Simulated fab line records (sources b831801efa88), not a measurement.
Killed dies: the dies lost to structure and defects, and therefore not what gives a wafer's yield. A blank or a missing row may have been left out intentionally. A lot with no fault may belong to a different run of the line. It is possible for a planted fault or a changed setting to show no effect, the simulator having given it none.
Problem report, 8D (eight disciplines) form, completed by code + flow gf180mcu + the parts of the form that need people (team, actions taken, sign-off) are left out

1. WHAT WENT WRONG
Across 6 wafers from 2 lots, NSD_RS at GF_PSD_RS_MEAS_14 averages 49.34 ohm/sq, while fault-free wafers read 46.19 ohm/sq with a standard deviation of 0.096. Measured from the usual mean, that is +33 standard deviations.
The step: measures by four-point-probe.
First observed at day 16 18:52: wafer L805.2, on filmMetro-03. Wafers with a number at this step in the record: 36, from 12 lots. Rule for "out", or "out of limits": more than 4 standard deviations from the usual mean. The other wafers with a number count as sound.

2. WHAT IT IS, WHAT IT ISN'T
| question                    | is                     | is not                                                                                       |
|-----------------------------|------------------------|----------------------------------------------------------------------------------------------|
| which readings at this step | NSD_RS                 | -                                                                                            |
| which lots                  | L805, L806             | L797, L799, L800, L803, L804, L814, L815, L816, L817, L818                                   |
| which wafers of those lots  | all that have a number | -                                                                                            |
| read on which gauges        | filmMetro-03           | filmMetro-01, filmMetro-04                                                                   |
| when                        | from day 16 18:52      | up to then (15 sound wafers); but 15 sound wafers of L814, L815, L816, L817, L818 came after |

3. THE SUSPECTS, EACH WITH WHAT RULES IT OUT
Counting: a tool at any process step up to the reading remains a suspect when it ran all the lots that are out and ran no sound lot after the first of those.
- ruled out: the gauge at GF_PSD_RS_MEAS_14. All the wafers that are out were read on filmMetro-03, but those of them that GF_PSD_RTA_13 has rows for are out there too, on other tools.
- rtpAnneal-01 at GF_PSD_RTA_13 (time 20 s): ruled out as a lasting fault. Following L805 (day 16 18:46), the first lot on it that is out, the sound lots L814, L815, L817 were run on it.
Left after counting: nothing in the record.

4. THE CAUSE (what the simulator had put in)
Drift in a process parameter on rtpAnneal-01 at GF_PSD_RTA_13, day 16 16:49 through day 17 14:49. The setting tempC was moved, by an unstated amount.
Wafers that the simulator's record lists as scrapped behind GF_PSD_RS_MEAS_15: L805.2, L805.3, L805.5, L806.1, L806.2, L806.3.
It was ruled out by counting, in error; the rule expects a fault to strike all lots run on its tool from its start on, and this fault did not.

5. THE CHAIN OF EFFECTS, in route order
Each row: a reading where the mean over the struck wafers with a number is more than 3 standard deviations away from the usual. Readings are gone through only where the record gives a usual standard deviation; hours: the median, over the lots, of the time from a lot's start at the first step in this table giving one to that lot's start at this step; sigmas: the change measured in usual standard deviations.
| hours | step              | reading          | usual        | on struck wafers | change | sigmas |
|-------|-------------------|------------------|--------------|------------------|--------|--------|
| 0     | GF_PSD_RTA_13     | lampPowerPct     | 38.0 %       | 35.0             | -3.0   | -3.6   |
| 0     | GF_PSD_RTA_13     | wafer_temp_C_max | 1030.0       | 1005.0           | -25.0  | -25    |
| 0     | GF_PSD_RS_MEAS_14 | NSD_RS           | 46.19 ohm/sq | 49.34            | +3.15  | +33    |
| 3     | GF_PSD_RS_MEAS_15 | PSD_RS           | 108.7 ohm/sq | 125.2            | +16.5  | +52    |
Process steps it contains:
- GF_PSD_RTA_13: time 20 s.

6. WHAT WOULD HAVE CAUGHT IT SOONER
2 hours passed between the start of the fault at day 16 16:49 and the first reading out of limits at a measuring or inspecting step in this record, taken at day 16 18:52.
The tool's own readings at GF_PSD_RTA_13 were out on every struck wafer that the step has a row for (wafer_temp_C_max): an alarm limit on them would have fired on the first of those.
